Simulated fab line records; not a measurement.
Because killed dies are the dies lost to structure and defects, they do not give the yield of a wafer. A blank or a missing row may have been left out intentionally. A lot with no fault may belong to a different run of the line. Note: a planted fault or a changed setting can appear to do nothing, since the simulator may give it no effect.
fab line records	flow gf180mcu
[record] lots = 7	wafers = 21	lastDay = 33
route steps=602 shown V4@486
lots that met no fault: from a run of the same line without faults
startH: hours from the record's first day to the start of the lot's first wafer shown	waitH: hours from the lot's prior step to this one	" unchanged from the row above	L1.1+2: one row covering several wafers at once	- no value present, or no start provided	* or withheld: withheld	< > ~ a bound
route shown NAME@n: names a module that has steps shown in the file, with the first one's number in the route	usual: mean and standard deviation over wafers with no fault	same: alike in all rows	chamber/n: place in a boat	sites: each site's reading	_std_site: standard deviation across them	_edge_site: mean of outer sites minus mean of inner sites	radiusMm: how far each site lies from the wafer's centre	mask NAME#n: copy n	behind: the most recent tool/chamber to have shaped the wafer	hold: why the lot was held/for how many hours/how that ended	device: the n, p or np transistor that did not switch	end of line: the same wafers' tests at the end of the route	a step with no rows: only its recipe	killed: dies that structure and defects cost at the first sort, which is not the same as the wafer's yield	map: shows each die of a wafer: x if killed, . if not, _ if none is there
set.NAME: the setting that was run; set.NAME@STEP: the one run at that earlier step	model.NAME: the simulator's own value behind a step, which no gauge read
lots at some steps of the route; a table a step, a row a wafer
services: from which hour (startH, from the record's first day; less than 0 if before it) a tool's chamber was out of use, for how many hours, and why
[[steps]]
[step GF_V4_SOFTBAKE_10]
[recipe] tempC = 130	timeS = 60	resist = KrF
[step GF_V4_EXPOSE_11]
[recipe] maskId = Via4	targetCdNm = 260	na = 0.68	sourceShape = conventional	sigmaOuter = 0.6	doseMj = 38
[step GF_V4_PEB_12]
[recipe] pebTempC = 135	pebTimeS = 90	resist = KrF
[step GF_V4_DEVELOP_13]
[recipe] developTimeS = 60	resist = KrF	devTempC = 21
[step GF_V4_CD_MEAS_14]
[recipe] targetCdNm = 260
[usual] cdNm = 259.9/1.3
lot.wafer	tool	chamber	startH	waitH	cdNm
L195.1	cdSem-01	-	570.85	0.1	259.8
L195.2	"	-	"	"	259.1
L195.4	"	-	"	"	258.3
L196.1	cdSem-01	-	600.69	0.1	260.5
L196.2	"	-	"	"	261.0
L196.3	"	-	"	"	261.3
L198.1	cdSem-01	-	613.20	0.1	259.0
L198.3	"	-	"	"	258.6
L198.6	"	-	"	"	257.8
L199.2	cdSem-02	-	625.27	0.1	260.5
L199.5	"	-	"	"	260.1
L199.6	"	-	"	"	260.3
L206.1	cdSem-02	-	666.79	0.1	258.3
L206.2	"	-	"	"	256.5
L206.3	"	-	"	"	256.7
L208.1	cdSem-02	-	681.50	0.1	259.6
L208.3	"	-	"	"	260.1
L208.6	"	-	"	"	260.1
L211.2	cdSem-01	-	697.57	0.1	259.8
L211.3	"	-	"	"	260.5
L211.6	"	-	"	"	260.8
[step GF_V4_OVL_MEAS_15]
[usual] V4_OVL = 4/4.8
lot.wafer	tool	chamber	startH	waitH	V4_OVL[nm]
L195.1	overlay-02	-	570.97	0.1	2
L195.2	"	-	"	"	-1
L195.4	"	-	"	"	-4
L196.1	overlay-02	-	600.81	0.1	2
L196.2	"	-	"	"	10
L196.3	"	-	"	"	3
L198.1	overlay-01	-	613.32	0.1	1
L198.3	"	-	"	"	4
L198.6	"	-	"	"	-2
L199.2	overlay-02	-	625.38	0.1	7
L199.5	"	-	"	"	9
L199.6	"	-	"	"	9
L206.1	overlay-01	-	666.91	0.1	5
L206.2	"	-	"	"	5
L206.3	"	-	"	"	7
L208.1	overlay-02	-	681.62	0.1	-3
L208.3	"	-	"	"	-8
L208.6	"	-	"	"	-2
L211.2	overlay-01	-	697.68	0.1	6
L211.3	"	-	"	"	7
L211.6	"	-	"	"	6
[step GF_V4_ETCH_16]
[recipe] chemistry = N2/H2	targetDepthA = withheld	overetchA = withheld	timeS = withheld	target = BARC	ionEnergyEv = 200	sourceW = 500	biasW = 100	pressureMtorr = 30	n2FlowSccm = 100	h2FlowSccm = 200
[usual] drypumpMotorCurrentA = 5.7/0.4	oesProductAu = 0.855/0.0047	throttleValvePct = 13.224/0.0088
lot.wafer	tool	chamber	startH	waitH	drypumpMotorCurrentA	oesProductAu	throttleValvePct
L195.1	rieDiel-04	1	571.01	0.0	6.1	0.860	13.218
L195.2	"	0	"	"	5.4	0.849	13.228
L195.4	"	2	"	"	5.2	0.853	13.228
L196.1	rieDiel-03	0	600.85	0.0	6.1	0.856	13.214
L196.2	"	3	"	"	5.0	0.862	13.215
L196.3	"	1	"	"	5.6	0.857	13.220
L198.1	rieDiel-03	3	613.36	0.0	5.0	0.848	13.244
L198.3	"	0	"	"	6.1	0.853	13.219
L198.6	"	1	"	"	5.6	0.856	13.233
L199.2	rieDiel-04	1	625.41	0.0	6.1	0.860	13.212
L199.5	"	0	"	"	5.4	0.855	13.225
L199.6	"	2	"	"	5.2	0.853	13.225
L206.1	rieDiel-01	2	666.95	0.0	5.8	0.854	13.235
L206.2	"	1	"	"	5.9	0.849	13.224
L206.3	"	0	"	"	6.0	0.854	13.229
L208.1	rieDiel-03	2	681.66	0.0	5.3	0.849	13.231
L208.3	"	0	"	"	6.0	0.858	13.237
L208.6	"	3	"	"	4.9	0.861	13.218
L211.2	rieDiel-04	3	697.71	0.0	6.2	0.850	13.216
L211.3	"	2	"	"	5.2	0.862	13.217
L211.6	"	0	"	"	5.4	0.866	13.220
[step GF_V4_ETCH_17]
[recipe] chemistry = C4F8/O2/Ar	maskMaterial = KrF	target = SiO2	stopOn = TiN	sourceW = 1500	biasW = 1200	pressureMtorr = 40	c4f8FlowSccm = withheld	O2_flow_sccm = 6	Ar_flow_sccm = 300	timeS = withheld	targetDepthA = 6300
[usual] oesProductAu = 0.856/0.004
lot.wafer	tool	chamber	startH	waitH	oesProductAu
L195.1	rieDiel-04	1	-	-	0.858
L195.2	"	0	"	"	0.855
L195.4	"	2	"	"	0.858
L196.1	rieDiel-03	0	-	-	0.851
L196.2	"	3	"	"	0.854
L196.3	"	1	"	"	0.858
L198.1	rieDiel-03	3	-	-	0.851
L198.3	"	0	"	"	0.854
L198.6	"	1	"	"	0.852
L199.2	rieDiel-04	1	-	-	0.857
L199.5	"	0	"	"	0.859
L199.6	"	2	"	"	0.859
L206.1	rieDiel-01	2	-	-	0.857
L206.2	"	1	"	"	0.851
L206.3	"	0	"	"	0.855
L208.1	rieDiel-03	2	-	-	0.854
L208.3	"	0	"	"	0.856
L208.6	"	3	"	"	0.852
L211.2	rieDiel-04	3	-	-	0.853
L211.3	"	2	"	"	0.856
L211.6	"	0	"	"	0.861
[step GF_V4_STRIP_18]
[recipe] chemistry = O2/N2	powerW = 1400	pressureMtorr = 1500	platenTempC = 250	o2FlowSccm = 3000	n2FlowSccm = 300	overashFraction = 0.5
[usual] drypumpMotorCurrentA = 5.7/0.32	heaterPowerW = 327/23	oesProductAu = 0.592/0.0049
lot.wafer	tool	chamber	startH	waitH	drypumpMotorCurrentA	heaterPowerW	oesProductAu	rfHoursCounterH
L195.1	plasmaAsher-03	0	571.14	-	5.9	354	0.594	55
L195.2	"	1	"	"	5.9	325	0.592	55
L195.4	"	0	"	"	5.9	342	0.590	-
L196.1	plasmaAsher-03	0	600.98	-	5.9	351	0.590	58
L196.2	"	1	"	"	5.8	320	0.592	58
L196.3	"	1	"	"	5.8	334	0.594	-
L198.1	plasmaAsher-03	0	613.49	-	5.9	353	0.587	60
L198.3	"	0	"	"	5.9	352	0.591	-
L198.6	"	1	"	"	5.8	317	0.589	-
L199.2	plasmaAsher-04	0	625.54	-	5.2	316	0.584	99
L199.5	"	1	"	"	5.3	305	0.593	-
L199.6	"	0	"	"	5.2	304	0.583	-
L206.1	plasmaAsher-01	0	667.08	-	5.6	293	0.596	75
L206.2	"	1	"	"	6.1	371	0.580	75
L206.3	"	1	"	"	6.1	362	0.590	-
L208.1	plasmaAsher-03	0	681.78	-	5.9	343	0.597	68
L208.3	"	0	"	"	5.9	347	0.590	-
L208.6	"	0	"	"	5.9	345	0.603	-
L211.2	plasmaAsher-03	1	697.83	-	5.8	328	0.596	69
L211.3	"	1	"	"	5.8	318	0.590	-
L211.6	"	0	"	"	5.9	356	0.597	-
[step GF_V4_STRIP_19]
[recipe] chemistry = postEtchResidueRemover	timeS = 1200	tempC = 72.5
[step GF_V4_CLEAN_20]
[recipe] chemistry = DIW	dry = n2Spin
[step GF_V4_SPUTTER_21]
[recipe] material = Ti	targetThkNm = 15	chamberPressurePa = 5	powerW = 2500	substrateTempC = 200	timeS = 80.02
[usual] cathodeDcPowerW = 2500.0/0.44	chamberPressurePa = 5.001/0.01	throttleValvePct = 29.8/0.79
lot.wafer	tool	chamber	startH	waitH	cathodeDcPowerW	chamberPressurePa	throttleValvePct
L195.1	pvdSputter-03	-	571.67	0.0	2500.0	5.016	29.5
L195.2	"	-	"	"	2499.8	4.992	29.4
L195.4	"	-	"	"	2500.4	5.003	29.3
L196.1	pvdSputter-02	-	601.51	0.0	2499.9	4.998	29.8
L196.2	"	-	"	"	2500.2	5.007	29.9
L196.3	"	-	"	"	2500.2	5.010	29.1
L198.1	pvdSputter-03	-	614.02	0.0	2500.4	5.009	31.4
L198.3	"	-	"	"	2500.1	4.997	29.1
L198.6	"	-	"	"	2499.6	4.987	29.3
L199.2	pvdSputter-02	-	626.11	0.0	2500.4	5.001	29.3
L199.5	"	-	"	"	2500.0	5.008	30.3
L199.6	"	-	"	"	2500.6	4.997	29.4
L206.1	pvdSputter-04	-	667.61	0.0	2500.0	4.988	30.2
L206.2	"	-	"	"	2499.7	4.985	29.1
L206.3	"	-	"	"	2501.3	5.005	28.4
L208.1	pvdSputter-04	-	682.72	0.0	2499.4	5.003	28.7
L208.3	"	-	"	"	2499.9	5.000	31.4
L208.6	"	-	"	"	2500.0	5.009	30.0
L211.2	pvdSputter-04	-	698.38	0.0	2499.4	4.997	30.5
L211.3	"	-	"	"	2500.1	5.009	28.7
L211.6	"	-	"	"	2499.5	5.004	29.2
[step GF_V4_SPUTTER_22]
[recipe] material = TiN	targetThkNm = 10	chamberPressurePa = 5	powerW = 4000	timeS = 40
[usual] cathodeDcPowerW = 4000.0/0.67	chamberPressurePa = 5.000/0.0093	throttleValvePct = 29.8/0.77
lot.wafer	tool	chamber	startH	waitH	cathodeDcPowerW	chamberPressurePa	throttleValvePct
L195.1	pvdSputter-03	-	571.73	0.0	3999.5	4.998	29.2
L195.2	"	-	"	"	4000.3	5.006	29.2
L195.4	"	-	"	"	4000.9	4.979	29.4
L196.1	pvdSputter-02	-	601.57	0.0	-	-	-
L196.2	"	-	"	"	-	-	-
L196.3	"	-	"	"	-	-	-
L198.1	pvdSputter-03	-	614.08	0.0	-	-	-
L198.3	"	-	"	"	-	-	-
L198.6	"	-	"	"	-	-	-
L199.2	pvdSputter-02	-	626.17	0.0	-	-	-
L199.5	"	-	"	"	-	-	-
L199.6	"	-	"	"	-	-	-
L206.1	pvdSputter-04	-	667.67	0.0	3999.7	4.998	30.0
L206.2	"	-	"	"	3999.8	5.001	29.3
L206.3	"	-	"	"	3999.9	4.995	28.7
L208.1	pvdSputter-04	-	682.78	0.0	4000.1	5.005	28.6
L208.3	"	-	"	"	4000.0	5.012	30.9
L208.6	"	-	"	"	3998.7	4.998	30.0
L211.2	pvdSputter-04	-	698.44	0.0	3999.3	4.992	30.1
L211.3	"	-	"	"	4000.6	5.012	28.6
L211.6	"	-	"	"	3999.7	4.998	29.3
[step GF_V4_CVD_23]
[recipe] material = W	targetThkNm = 350	timeS = 104.9	tempC = 400	pressureTorr = 40
[usual] heaterPowerW = 847/120
lot.wafer	tool	chamber	startH	waitH	heaterPowerW
L195.1	cvdW-02	1	571.77	0.0	707
L195.2	"	0	"	"	849
L195.4	"	1	"	"	715
L196.1	cvdW-01	1	601.61	0.0	1003
L196.2	"	1	"	"	993
L196.3	"	1	"	"	1004
L198.1	cvdW-01	0	614.12	0.0	759
L198.3	"	1	"	"	1002
L198.6	"	0	"	"	751
L199.2	cvdW-01	1	626.21	0.0	981
L199.5	"	0	"	"	763
L199.6	"	1	"	"	1003
L206.1	cvdW-01	1	667.71	0.0	1007
L206.2	"	0	"	"	753
L206.3	"	0	"	"	761
L208.1	cvdW-01	1	682.82	0.0	1016
L208.3	"	1	"	"	1003
L208.6	"	1	"	"	973
L211.2	cvdW-02	0	698.48	0.0	894
L211.3	"	0	"	"	880
L211.6	"	1	"	"	720
[[services]]
tool	chamber	startH	hours	kind
rieDiel-03	3	554.04	4.6	repair
rieDiel-01	3	558.17	1.8	repair
rieDiel-03	-	572.38	1.0	repair
cvdW-02	-	579.79	2.8	pm
cvdW-01	0	592.32	14.4	repair
pvdSputter-03	-	598.22	2.1	repair
plasmaAsher-01	-	612.25	14.6	pm
rieDiel-04	3	614.69	8.5	repair
rieDiel-04	3	623.23	-	clean
rieDiel-04	3	623.23	26.4	scheduledDown
rieDiel-04	3	623.23	26.4	ventCycle
plasmaAsher-01	-	630.34	2.8	pm
rieDiel-01	3	639.60	5.4	repair
rieDiel-04	0	641.07	2.5	repair
rieDiel-01	2	642.68	3.5	repair
cvdW-01	1	644.56	7.6	repair
rieDiel-04	2	678.93	2.7	repair
cvdW-01	0	680.91	2.0	repair
pvdSputter-03	-	683.86	2.6	repair
rieDiel-01	-	698.49	0.7	repair
[[key]]
[firstSign] step = GF_V4_SPUTTER_22	reading = toolRecord	direction = missing
effect none on later readings
metAt GF_V4_SPUTTER_22
struckWafers L196.1,L196.2,L196.3,L198.1,L198.3,L198.6,L199.2,L199.5,L199.6
laterRowsLeftOut L196.1,L196.2,L196.3,L198.1,L198.3,L198.6,L199.2,L199.5,L199.6
sortLeftOut L196.1,L196.2,L196.3,L198.1,L198.3,L198.6,L199.2,L199.5,L199.6
onsetBetween 571.73 601.57
[fault] kind = skippedStepWhole	tool = pvdSputter-02,pvdSputter-03	chamber = -	onsetH = 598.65	steps = GF_V4_SPUTTER_22	scope = struckLotsOnly
// sortLeftOut: the simulated sort isn't trusted on such a fault, so these wafers' sort isn't shown, and their yield isn't known
// laterRowsLeftOut: the simulator's readings of these wafers behind a module that went badly wrong aren't trusted and aren't shown, but for the sort
